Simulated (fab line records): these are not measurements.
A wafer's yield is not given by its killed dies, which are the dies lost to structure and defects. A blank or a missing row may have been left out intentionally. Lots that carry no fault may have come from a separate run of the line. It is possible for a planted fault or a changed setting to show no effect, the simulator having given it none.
What tool caused it?    flow gf180mcu    at 1 step of a route of 602, 14 lots with 42 wafers sampled

== WHAT EACH GAUGE READ, for each wafer ==
GF_M2_RS_MEAS_05: measurement is done with a four-point probe. Usual: for M2_ALCU_RS the level is 0.0690 ohm/sq and the standard deviation is 0.0011.
lot   measured      on            M2_ALCU_RS (ohm/sq)   flag
L434  day 17 18:34  filmMetro-01  0.0690 0.0684 0.0687  
L437  day 20 02:05  filmMetro-01  0.0690 0.0683 0.0679  
L438  day 20 03:56  filmMetro-02  0.0693 0.0687 0.0694  
L440  day 20 11:46  filmMetro-03  0.0671 0.0674 0.0691  
L444  day 22 08:53  filmMetro-03  0.0685 0.0687 0.0701  
L446  day 22 16:09  filmMetro-02  0.0676 0.0681 0.0694  
L447  day 23 01:26  filmMetro-03  0.0674 0.0699 0.0673  
L448  day 23 17:28  filmMetro-02  0.0700 0.0690 0.0691  
L449  day 23 21:07  filmMetro-02  0.0691 0.0671 0.0694  
L452  day 24 18:11  filmMetro-03  0.0695 0.0688 0.0679  
L454  day 25 10:29  filmMetro-02  0.0670 0.0679 0.0687  
L455  day 25 14:47  filmMetro-03  0.0692 0.0709 0.0709  
L456  day 25 22:05  filmMetro-02  0.0705 0.0701 0.0685  
L457  day 26 07:16  filmMetro-03  0.0664 0.0674 0.0679  

== WHAT TOOL EACH LOT RAN ON (gives the tool, then ch and the chambers of the sampled wafers, and finally the start) ==
The record holds no process step before these readings.

== WHAT THE TOOLS THEMSELVES READ (means of the sampled wafers that have a number; where no wafer has one, the mark that the record gives instead) ==
The record holds no such reading with a usual standard deviation.

== THE ANSWER, worked out from the rows above alone ==
Rule: lot off if the mean of its wafers having a number is beyond 3 standard deviations from the usual mean. A lot without any number at a reading at which 4 lots or more have one is off too. All remaining lots with rows at the step are treated as sound. Order of review: gauges by route order, followed by the tools' own readings, for which a lot's mean as printed above is used. The first step at which some lot is off is used, and at that step the reading that is off furthest; a lot without a number counts as furthest.
Across all readings shown, no lot is off: no conclusion can be drawn from this.

== WHAT THE SIMULATOR HAD INSERTED ==
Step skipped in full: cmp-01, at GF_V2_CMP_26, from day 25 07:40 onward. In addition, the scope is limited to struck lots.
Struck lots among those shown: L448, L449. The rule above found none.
